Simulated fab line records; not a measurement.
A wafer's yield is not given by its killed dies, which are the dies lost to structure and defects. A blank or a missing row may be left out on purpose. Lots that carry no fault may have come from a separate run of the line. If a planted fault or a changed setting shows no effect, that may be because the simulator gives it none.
What tool caused it? :: flow sky130 :: 13 lots with 39 wafers sampled at 4 steps, on a route of 708 steps

## WHAT EACH GAUGE READ, for each wafer
SKY_LDD_HVN_TW_MEAS_10.
lot: L767
measured: day 20 15:20
on: film metro-02
LDD_HVN_TW: 1449 1446 1437

lot: L768
measured: day 21 07:07
on: film metro-04
LDD_HVN_TW: 1418 1422 1417

lot: L769
measured: day 21 19:57
on: film metro-04
LDD_HVN_TW: 1416 1427 1420

lot: L770
measured: day 22 03:16
on: film metro-03
LDD_HVN_TW: 1445 1435 1440

lot: L772
measured: day 22 18:40
on: film metro-02
LDD_HVN_TW: 1423 1421 1421

lot: L773
measured: day 23 01:05
on: film metro-03
LDD_HVN_TW: 1442 1434 1437

lot: L774
measured: day 23 12:28
on: film metro-04
LDD_HVN_TW: 1417 1418 1411

lot: L775
measured: day 23 20:10
on: film metro-03
LDD_HVN_TW: 1434 1445 1445

lot: L776
measured: day 24 12:15
on: film metro-03
LDD_HVN_TW: 1455 1450 1439

lot: L779
measured: day 25 12:11
on: film metro-02
LDD_HVN_TW: 1426 1431 1422

lot: L780
measured: day 25 16:24
on: film metro-02
LDD_HVN_TW: 30 30 30

lot: L788
measured: day 27 22:36
on: film metro-03
LDD_HVN_TW: 1453 1445 1449

lot: L789
measured: day 28 16:12
on: film metro-04
LDD_HVN_TW: 1412 1419 1409

SKY_LOCAL_INTERCONNECT_OVL_MEAS_12.
lot: L767
measured: day 30 14:34
on: overlay-01
LOCAL_INTERCONNECT_OVL (nm): 5 0 5

lot: L768
measured: day 31 04:14
on: overlay-01
LOCAL_INTERCONNECT_OVL (nm): -5 -2 1

lot: L769
measured: day 31 17:32
on: overlay-01
LOCAL_INTERCONNECT_OVL (nm): -4 -1 13

lot: L770
measured: day 32 00:47
on: overlay-01
LOCAL_INTERCONNECT_OVL (nm): 4 9 7

lot: L772
measured: day 32 13:26
on: overlay-02
LOCAL_INTERCONNECT_OVL (nm): 3 1 1

lot: L773
measured: day 32 18:34
on: overlay-02
LOCAL_INTERCONNECT_OVL (nm): 1 7 3

lot: L774
measured: day 33 06:25
on: overlay-02
LOCAL_INTERCONNECT_OVL (nm): -2 6 -3

lot: L775
measured: day 33 10:50
on: overlay-01
LOCAL_INTERCONNECT_OVL (nm): 8 7 -1

lot: L776
measured: day 34 02:19
on: overlay-02
LOCAL_INTERCONNECT_OVL (nm): 8 -3 2

lot: L779
measured: day 34 22:49
on: overlay-02
LOCAL_INTERCONNECT_OVL (nm): 6 -3 4

lot: L780
measured: day 35 03:34
on: overlay-01
LOCAL_INTERCONNECT_OVL (nm): 10 18 7

lot: L788
measured: day 37 06:28
on: overlay-02
LOCAL_INTERCONNECT_OVL (nm): 9 1 3

lot: L789
measured: day 37 20:14
on: overlay-01
LOCAL_INTERCONNECT_OVL (nm): 0 7 2

## WHAT TOOL EACH LOT RAN ON (gives the tool, then ch and the chambers of the sampled wafers, and finally the start)
lot: L767
SKY_LDD_P_STRIP_10: plasma asher-02 ch 0,1, day 19 08:14
SKY_LDD_HVN_STRIP_09: plasma asher-04 ch 0,1, day 20 15:14

lot: L768
SKY_LDD_P_STRIP_10: plasma asher-04 ch 0,1, day 20 00:28
SKY_LDD_HVN_STRIP_09: plasma asher-04 ch 0,1, day 21 07:02

lot: L769
SKY_LDD_P_STRIP_10: plasma asher-02 ch 0,1, day 20 12:29
SKY_LDD_HVN_STRIP_09: plasma asher-04 ch 0,1, day 21 19:52

lot: L770
SKY_LDD_P_STRIP_10: plasma asher-03 ch 0,1, day 20 20:46
SKY_LDD_HVN_STRIP_09: plasma asher-04 ch 0,1, day 22 03:10

lot: L772
SKY_LDD_P_STRIP_10: plasma asher-02 ch 0,1, day 21 12:17
SKY_LDD_HVN_STRIP_09: plasma asher-04 ch 0,1, day 22 18:35

lot: L773
SKY_LDD_P_STRIP_10: plasma asher-04 ch 0,1, day 21 18:26
SKY_LDD_HVN_STRIP_09: plasma asher-01 ch 0,1, day 23 00:59

lot: L774
SKY_LDD_P_STRIP_10: plasma asher-04 ch 0,1, day 22 06:14
SKY_LDD_HVN_STRIP_09: plasma asher-04 ch 0,1, day 23 12:21

lot: L775
SKY_LDD_P_STRIP_10: plasma asher-02 ch 0,1, day 22 14:13
SKY_LDD_HVN_STRIP_09: plasma asher-01 ch 0,1, day 23 20:05

lot: L776
SKY_LDD_P_STRIP_10: plasma asher-03 ch 0,1, day 23 05:53
SKY_LDD_HVN_STRIP_09: plasma asher-01 ch 0,1, day 24 12:08

lot: L779
SKY_LDD_P_STRIP_10: plasma asher-02 ch 0,1, day 24 06:42
SKY_LDD_HVN_STRIP_09: plasma asher-02 ch 0,1, day 25 12:05

lot: L780
SKY_LDD_P_STRIP_10: plasma asher-02 ch 0,1, day 24 10:06
SKY_LDD_HVN_STRIP_09: plasma asher-02 ch 0,1, day 25 16:17

lot: L788
SKY_LDD_P_STRIP_10: plasma asher-02 ch 1, day 26 18:18
SKY_LDD_HVN_STRIP_09: plasma asher-01 ch 0,1, day 27 22:30

lot: L789
SKY_LDD_P_STRIP_10: plasma asher-03 ch 0,1, day 27 11:28
SKY_LDD_HVN_STRIP_09: plasma asher-02 ch 0,1, day 28 16:06
- SKY_LDD_P_STRIP_10: strips in O2/N2.
- SKY_LDD_HVN_STRIP_09: strips in O2/N2.

## WHAT THE TOOLS THEMSELVES READ (means of the sampled wafers that have a number; where no wafer has one, the mark that the record gives instead)
SKY_LDD_P_STRIP_10.
lot: L767
tool: plasma asher-02
drypump motor current A (A): 6.3
oes product au (a.u.): 0.716
strip time to endpoint s (s): 14.26

lot: L768
tool: plasma asher-04
drypump motor current A (A): 5.9
oes product au (a.u.): 0.719
strip time to endpoint s (s): 14.19

lot: L769
tool: plasma asher-02
drypump motor current A (A): 6.3
oes product au (a.u.): 0.717
strip time to endpoint s (s): 14.22

lot: L770
tool: plasma asher-03
drypump motor current A (A): 6.1
oes product au (a.u.): 0.714
strip time to endpoint s (s): 14.16

lot: L772
tool: plasma asher-02
drypump motor current A (A): 6.3
oes product au (a.u.): 0.715
strip time to endpoint s (s): 14.20

lot: L773
tool: plasma asher-04
drypump motor current A (A): 5.7
oes product au (a.u.): 0.713
strip time to endpoint s (s): 14.22

lot: L774
tool: plasma asher-04
drypump motor current A (A): 5.9
oes product au (a.u.): 0.716
strip time to endpoint s (s): 14.13

lot: L775
tool: plasma asher-02
drypump motor current A (A): 6.3
oes product au (a.u.): 0.714
strip time to endpoint s (s): 14.17

lot: L776
tool: plasma asher-03
drypump motor current A (A): 6.1
oes product au (a.u.): 0.712
strip time to endpoint s (s): 14.16

lot: L779
tool: plasma asher-02
drypump motor current A (A): 6.0
oes product au (a.u.): 0.714
strip time to endpoint s (s): 14.19

lot: L780
tool: plasma asher-02
drypump motor current A (A): 6.0
oes product au (a.u.): 0.942
strip time to endpoint s (s): -

lot: L788
tool: plasma asher-02
drypump motor current A (A): 5.8
oes product au (a.u.): 0.712
strip time to endpoint s (s): 14.18

lot: L789
tool: plasma asher-03
drypump motor current A (A): 5.7
oes product au (a.u.): 0.714
strip time to endpoint s (s): 14.20

SKY_LDD_HVN_STRIP_09.
lot: L767
tool: plasma asher-04
drypump motor current A (A): 5.8
oes product au (a.u.): 0.407
strip time to endpoint s (s): 4.131

lot: L768
tool: plasma asher-04
drypump motor current A (A): 5.8
oes product au (a.u.): 0.408
strip time to endpoint s (s): 4.143

lot: L769
tool: plasma asher-04
drypump motor current A (A): 5.7
oes product au (a.u.): 0.410
strip time to endpoint s (s): 4.136

lot: L770
tool: plasma asher-04
drypump motor current A (A): 5.7
oes product au (a.u.): 0.408
strip time to endpoint s (s): 4.163

lot: L772
tool: plasma asher-04
drypump motor current A (A): 5.9
oes product au (a.u.): 0.411
strip time to endpoint s (s): 4.151

lot: L773
tool: plasma asher-01
drypump motor current A (A): 4.9
oes product au (a.u.): 0.414
strip time to endpoint s (s): 4.117

lot: L774
tool: plasma asher-04
drypump motor current A (A): 5.9
oes product au (a.u.): 0.416
strip time to endpoint s (s): 4.152

lot: L775
tool: plasma asher-01
drypump motor current A (A): 4.9
oes product au (a.u.): 0.406
strip time to endpoint s (s): 4.123

lot: L776
tool: plasma asher-01
drypump motor current A (A): 4.9
oes product au (a.u.): 0.412
strip time to endpoint s (s): 4.138

lot: L779
tool: plasma asher-02
drypump motor current A (A): 6.0
oes product au (a.u.): 0.409
strip time to endpoint s (s): 4.126

lot: L780
tool: plasma asher-02
drypump motor current A (A): 6.1
oes product au (a.u.): 0.627
strip time to endpoint s (s): 9.384

lot: L788
tool: plasma asher-01
drypump motor current A (A): 4.9
oes product au (a.u.): 0.410
strip time to endpoint s (s): 4.128

lot: L789
tool: plasma asher-02
drypump motor current A (A): 6.0
oes product au (a.u.): 0.408
strip time to endpoint s (s): 4.122

## THE ANSWER, worked out from the rows above alone
Rule: what is usual is taken from the lots themselves. Put in order of their means at a reading, lots are off if they are a third of the lots or fewer, leave a main group of 4 or more, and stand apart from it by a gap of 3 or more times the standard deviation of the main group's means; of several such gaps the widest counts. A main group is skipped when, at the precision printed for the reading in the tables above, its means are all equal. A lot without any number at a reading at which 4 lots or more have one is off too. The other lots that the step has rows for count as sound. The gauges are gone through in route order, then the tools' own readings, and for those a lot's mean is taken as printed above. At the first step where some lot is off, the reading lying furthest off is the one used; lots without a number count as furthest.
Off: L780, at SKY_LDD_HVN_TW_MEAS_10 (LDD_HVN_TW). The main group: mean 1431, standard deviation 13.
If a tool, at a process step before that reading, ran all the lots that are off and no sound lot after the first of them, it fits. Not tried: the gauges at SKY_LDD_HVN_TW_MEAS_10; whatever is off there is also off at SKY_LDD_P_STRIP_10, on other tools, and gauge error can't account for it. None of those tried fits.

## WHAT THE SIMULATOR HAD PUT IN
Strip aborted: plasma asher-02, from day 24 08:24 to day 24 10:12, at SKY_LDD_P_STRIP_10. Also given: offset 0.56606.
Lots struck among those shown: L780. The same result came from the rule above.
